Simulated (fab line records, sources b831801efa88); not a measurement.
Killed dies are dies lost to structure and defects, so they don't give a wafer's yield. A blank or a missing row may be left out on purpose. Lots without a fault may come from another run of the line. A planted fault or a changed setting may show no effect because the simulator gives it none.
A struck lot beside a sound one | flow sky130 | 35 steps out of a route of 708
Sound: wafers L147.1, L147.3, L147.6. Struck: wafer L139.2. (L139.3, L139.4 of the same lot were not struck and are left out.) The cause comes at the end.
At each step with rows: each side's tool, then ch and its chambers, then its first start. Under that, the readings that differ: sound wafers | struck wafers | difference of the means | sigmas: that difference in standard deviations of wafers without a fault.
alike: readings whose means differ by less than 2 such deviations, and words and numbers that are the same on both sides. not compared: withheld readings, readings that some wafer has no value for, bounds like >300 that may hide the same value, and numbers for which the record gives no deviation and whose values overlap.
The two part at a step that has a row with sigmas, a row that says differs or no value, or rows on one side only. Numbers that don't overlap but have no deviation are shown without sigmas and don't part them. A reading that every wafer of one side lacks parts them only if that side has two wafers or more.

first, 8 steps without rows for these wafers: SKY_VIA2_ETCH_14 (etches BARC in N2/H2, stops on SiO2, time 45.9 s, target depth 60 nm); SKY_VIA2_ETCH_15 (etches SiO2 in C4F8/O2/Ar, stops on TiN, target depth 546 nm, time 84 s); SKY_VIA2_STRIP_16 (strips in O2/N2); SKY_VIA2_STRIP_17 (strips in post etch residue remover, time 1200 s); SKY_VIA2_CLEAN_18 (cleans in IPA, time 180 s); SKY_VIA2_CLEAN_19 (cleans in O3/DIW); SKY_VIA2_SPUTTER_20 (material TiN, target thk 20 nm, time 80 s); SKY_VIA2_CVD_21 (deposits W, target thk 420 nm, time 126.4 s).
SKY_VIA2_CMP_24: polishes, stops on SiO2, t overpolish 20 s, target thk 0 nm.
  sound on cmp-02 ch 2,3, day 42 09:35; struck on cmp-02 ch 0, day 39 01:17
  alike: motor_current_A, overpolish_run_s, time_to_endpoint_s
then, 25 steps without rows for these wafers: SKY_METAL3_SPUTTER_00 (material Ti, target thk 15 nm, time 10 s); SKY_METAL3_SPUTTER_01 (material TiN, target thk 20 nm, time 16.7 s); SKY_METAL3_SPUTTER_02 (material AlCu, target thk 735 nm, time 39.1 s); SKY_METAL3_SPUTTER_03 (material Ti, target thk 5 nm, time 3.3 s); SKY_METAL3_SPUTTER_04 (material TiN, target thk 70 nm, time 58.3 s); SKY_CAPM_CVD_00 (deposits SiO2, target thk 15.5 nm); SKY_CAPM_SPUTTER_02 (material TiN, target thk 200 nm, time 166.7 s); SKY_CAPM_DEHYDRATE_05 (time 60 s); SKY_CAPM_HMDS_06 (prime time 60 s); SKY_CAPM_COAT_07 (resist thk 1140 nm); SKY_CAPM_SOFTBAKE_08 (time 60 s); SKY_CAPM_EXPOSE_09 (exposes mask CAPM, target cd 1000 nm); SKY_CAPM_PEB_10; SKY_CAPM_DEVELOP_11 (develop time 60 s); SKY_CAPM_METAL_ETCH_13 (etches TiN in Cl2/BCl3, stops on SiO2, target depth 220 nm, time 62.9 s); SKY_CAPM_STRIP_14 (strips in O2/N2); SKY_CAPM_STRIP_15 (strips in post etch residue remover, time 1200 s); SKY_CAPM_CLEAN_16 (cleans in IPA, time 180 s); SKY_CAPM_CLEAN_17 (cleans in O3/DIW); SKY_METAL3_DEHYDRATE_05 (time 60 s); SKY_METAL3_HMDS_06 (prime time 60 s); SKY_METAL3_COAT_07 (resist thk 60 nm); SKY_METAL3_COAT_08 (resist thk 1140 nm); SKY_METAL3_SOFTBAKE_09 (time 90 s); SKY_METAL3_EXPOSE_10 (exposes mask MM3, target cd 300 nm).
-- the record jumps here: 9 days lie between the struck wafers' starts before and after (it left off in module METAL3 and takes up again in module PAD_OPEN, whose first step shown is number 708 of the route) --
SKY_PAD_OPEN_PROBE_99:
  sound on prober-01, day 50 09:59; struck on prober-02, day 48 02:16
  reading                               | sound             | struck | difference | sigmas
  defect_limited_yield (%)              | 83.3 85.2 81.3    | 65.4   | -17.9      | -9
  killed_at_M0_to_M3                    | 44 38 51          | 125    | +81        | +12
  killed_dies                           | 82 73 92          | 170    | +88        | +10
  killed_on_rim                         | 19 16 16          | 37     | +20        | +6
  sort_bin_3_pad_short (%)              | 0 1.0 1.4         | 1.8    | +1.0       | +2
  sort_bin_5_function (%)               | 9.3 9.3 11.8      | 20.9   | +10.8      | +7
  sort_bin_6_memory (%)                 | 7.3 4.5 5.5       | 11.8   | +6.0       | +5
  sort_n_pass                           | 410 419 400       | 322    | -88        | -10
  sort_yield_pct (%)                    | 83.3 85.2 81.3    | 65.4   | -17.9      | -9
  model.etest.tester.sort_n_pass        | 410 419 400       | 322    | -88        |
  model.etest.tester.sort_yield_pct (%) | 83.33 85.16 81.3  | 65.45  | -17.81     |
  model.etest.tester.sort_bin_5_pct (%) | 9.35 9.35 11.79   | 20.93  | +10.77     |
  model.etest.tester.sort_bin_6_pct (%) | 7.317 4.472 5.488 | 11.79  | +6.03      |
  model.etest.tester.sort_bin_3_pct (%) | 0 1.016 1.423     | 1.829  | +1.016     |
  alike: killed_at_M4_up, killed_at_contacts, killed_at_front_end, killed_at_other, killed_open, killed_short

WHERE THEY PART
Only at SKY_PAD_OPEN_PROBE_99, within this record.

WHY: what the simulator had put in
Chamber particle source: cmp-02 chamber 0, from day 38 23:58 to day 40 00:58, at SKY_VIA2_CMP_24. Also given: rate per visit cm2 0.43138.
